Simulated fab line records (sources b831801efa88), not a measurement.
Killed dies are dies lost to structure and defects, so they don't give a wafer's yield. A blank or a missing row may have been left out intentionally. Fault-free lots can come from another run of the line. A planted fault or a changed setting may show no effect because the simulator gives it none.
Which tool is to blame? -- flow gf180mcu -- 39 wafers from 13 lots sampled at 4 of the route's 602 steps

== WHAT THE GAUGES SHOWED, per wafer ==
GF_CONTACT_RS_MEAS_25: measurement is done with a four-point probe. Usual: for CONTACT_W_RS the level is 0.381 ohm/sq and the standard deviation is 0.0058.
lot,measured,on,CONTACT_W_RS (ohm/sq),flag
L446,day 16 17:35,filmMetro-01,0.388 0.387 0.386,
L447,day 17 03:30,filmMetro-04,0.375 0.380 0.383,
L449,day 17 15:46,filmMetro-02,0.389 0.375 0.385,
L453,day 19 03:18,filmMetro-01,0.355 0.360 0.357,OFF
L455,day 20 04:49,filmMetro-01,0.358 0.351 0.356,OFF
L457,day 20 16:22,filmMetro-01,0.386 0.383 0.372,
L458,day 21 00:03,filmMetro-04,0.373 0.371 0.383,
L460,day 21 20:38,filmMetro-01,0.378 0.383 0.372,
L463,day 22 23:49,filmMetro-01,0.385 0.377 0.377,
L465,day 23 08:55,filmMetro-04,0.380 0.382 0.382,
L466,day 23 13:10,filmMetro-02,0.381 0.378 0.382,
L467,day 24 02:39,filmMetro-01,0.381 0.387 0.393,
L468,day 24 04:34,filmMetro-01,0.377 0.377 0.381,

GF_CONTACT_THK_MEAS_26: measures by xrf. Usual: for CONTACT_W_THK the level is 312 nm and the standard deviation is 5.7.
lot,measured,on,CONTACT_W_THK (nm),flag
L446,day 16 17:42,filmMetro-01,306 306 307,
L447,day 17 03:37,filmMetro-04,313 312 308,
L449,day 17 15:53,filmMetro-02,302 316 306,
L453,day 19 03:25,filmMetro-01,333 328 333,OFF
L455,day 20 04:55,filmMetro-01,331 339 332,OFF
L457,day 20 16:29,filmMetro-01,308 310 319,
L458,day 21 00:10,filmMetro-04,318 321 309,
L460,day 21 20:45,filmMetro-01,314 309 319,
L463,day 22 23:56,filmMetro-01,307 317 313,
L465,day 23 09:02,filmMetro-04,311 311 312,
L466,day 23 13:17,filmMetro-02,319 323 322,
L467,day 24 02:46,filmMetro-01,311 307 302,
L468,day 24 04:41,filmMetro-01,315 314 311,

== WHAT TOOL EACH LOT RAN ON (gives the tool, then ch and the chambers of the sampled wafers, and finally the start) ==
lot,GF_CONTACT_SPUTTER_23,GF_CONTACT_CVD_24
L446,"pvdSputter-02, day 16 17:26","cvdW-01 ch 0,1, day 16 17:29"
L447,"pvdSputter-01, day 17 03:20","cvdW-02 ch 0,1, day 17 03:23"
L449,"pvdSputter-01, day 17 15:38","cvdW-02 ch 0,1, day 17 15:40"
L453,"pvdSputter-02, day 19 03:10","cvdW-01 ch 1, day 19 03:12"
L455,"pvdSputter-03, day 20 04:39","cvdW-01 ch 0,1, day 20 04:41"
L457,"pvdSputter-01, day 20 16:14","cvdW-02 ch 0,1, day 20 16:16"
L458,"pvdSputter-01, day 20 23:55","cvdW-02 ch 0,1, day 20 23:57"
L460,"pvdSputter-03, day 21 20:29","cvdW-02 ch 0,1, day 21 20:32"
L463,"pvdSputter-02, day 22 23:40","cvdW-02 ch 0,1, day 22 23:43"
L465,"pvdSputter-02, day 23 08:45","cvdW-01 ch 0,1, day 23 08:47"
L466,"pvdSputter-03, day 23 13:02","cvdW-01 ch 0,1, day 23 13:04"
L467,"pvdSputter-03, day 24 02:31","cvdW-02 ch 0,1, day 24 02:33"
L468,"pvdSputter-02, day 24 04:25","cvdW-01 ch 0,1, day 24 04:27"
- GF_CONTACT_SPUTTER_23: material TiN, target thk 10 nm, time 40 s.
- GF_CONTACT_CVD_24: deposits W, target thk 300 nm, time 90.339 s.

== AS READ BY THE TOOLS THEMSELVES (means over the sampled wafers that have a number; for cases with no such wafer, the mark the record gives instead) ==
GF_CONTACT_SPUTTER_23. Usual: 29.8 % for throttleValvePct, sd 1.1.
lot,tool,throttleValvePct (%),flag
L446,pvdSputter-02,29.6,
L447,pvdSputter-01,30.3,
L449,pvdSputter-01,31.1,
L453,pvdSputter-02,29.3,
L455,pvdSputter-03,29.2,
L457,pvdSputter-01,31.4,
L458,pvdSputter-01,30.3,
L460,pvdSputter-03,28.7,
L463,pvdSputter-02,29.4,
L465,pvdSputter-02,28.9,
L466,pvdSputter-03,30.3,
L467,pvdSputter-03,29.3,
L468,pvdSputter-02,29.5,

GF_CONTACT_CVD_24. Usual: 797 W for heaterPowerW, sd 51.
lot,tool,heaterPowerW (W),flag
L446,cvdW-01,862,
L447,cvdW-02,779,
L449,cvdW-02,780,
L453,cvdW-01,730,
L455,cvdW-01,822,
L457,cvdW-02,787,
L458,cvdW-02,788,
L460,cvdW-02,785,
L463,cvdW-02,809,
L465,cvdW-01,834,
L466,cvdW-01,832,
L467,cvdW-02,795,
L468,cvdW-01,836,

== THE ANSWER, worked out from the rows above alone ==
Rule: a lot is off if the mean of its wafers that have a number lies more than 3 standard deviations from the usual mean. A lot without any number at a reading at which 4 lots or more have one is off too. All remaining lots with rows at the step are treated as sound. Order of review: gauges by route order, followed by the tools' own readings, for which a lot's mean as printed above is used. The first step at which some lot is off is used, and at that step the reading that is off furthest; a lot without a number counts as furthest.
Off: at GF_CONTACT_RS_MEAS_25 (CONTACT_W_RS), L453, L455.
If a tool, at a process step before that reading, ran all the lots that are off and no sound lot after the first of them, it fits. The gauges at GF_CONTACT_RS_MEAS_25 are tried like those tools. None of those tried fits.

== WHAT THE SIMULATOR HAD INSERTED ==
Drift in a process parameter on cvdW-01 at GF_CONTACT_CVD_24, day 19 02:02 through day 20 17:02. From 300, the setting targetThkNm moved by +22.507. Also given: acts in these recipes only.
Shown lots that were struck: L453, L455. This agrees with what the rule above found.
